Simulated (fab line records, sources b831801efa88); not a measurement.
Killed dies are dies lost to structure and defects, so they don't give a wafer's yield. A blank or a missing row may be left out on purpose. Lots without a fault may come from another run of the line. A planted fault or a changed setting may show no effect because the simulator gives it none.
Which tool did it? | flow sky130 | 6 lots, 18 wafers sampled, at 2 steps of a route of 708

WHAT THE GAUGES READ, wafer by wafer
SKY_LDD_HVP_TW_MEAS_10.
lot  | measured     | on            | LDD_HVP_TW
L284 | day 22 17:26 | film_metro-01 | 457.3 456.9 456.6
L286 | day 23 19:37 | film_metro-03 | 458.9 458.0 454.2
L290 | day 25 01:50 | film_metro-03 | 457.6 458.5 460.2
L299 | day 28 01:28 | film_metro-03 | 713.0 719.0 716.1
L301 | day 28 16:59 | film_metro-04 | 721.2 720.0 722.5
L304 | day 29 20:02 | film_metro-01 | 461.5 460.5 460.9

WHICH TOOL RAN EACH LOT (tool, then ch and the chambers of the sampled wafers, then the start)
lot  | SKY_LDD_HVP_IMPLANT_08
L284 | implanter-02 ch 0, day 22 17:11
L286 | implanter-03 ch 0, day 23 19:22
L290 | implanter-03 ch 0, day 25 01:36
L299 | implanter-02 ch 0, day 28 01:13
L301 | implanter-02 ch 0, day 28 16:44
L304 | implanter-01 ch 0, day 29 19:48
- SKY_LDD_HVP_IMPLANT_08

THE ANSWER, worked out from the rows above alone
Rule: what is usual is taken from the lots themselves. Put in order of their means at a reading, lots are off if they are a third of the lots or fewer, leave a main group of 4 or more, and stand apart from it by a gap of 3 or more times the standard deviation of the main group's means; of several such gaps the widest counts. A main group whose means are all the same, to the digits that the tables above print for the reading, isn't used. A lot without any number at a reading at which 4 lots or more have one is off too. The other lots that the step has rows for count as sound.
Off: L299, L301, at SKY_LDD_HVP_TW_MEAS_10 (LDD_HVP_TW). The main group: mean 458.4, standard deviation 1.6.
A tool fits if, at a process step before that reading, it ran every lot that is off, and no sound lot after the first of them. The gauges at SKY_LDD_HVP_TW_MEAS_10 are tried like those tools. One fits: implanter-02 at SKY_LDD_HVP_IMPLANT_08. Its last sound lot is L284 (day 22 17:11), its first lot that is off L299 (day 28 01:13): a fault that began between those two fits.

WHAT THE SIMULATOR HAD PUT IN
Process parameter drift: implanter-02, from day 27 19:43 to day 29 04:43, at SKY_LDD_HVP_IMPLANT_08. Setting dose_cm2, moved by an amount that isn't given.
Lots struck among those shown: L299, L301. The rule above found the same.
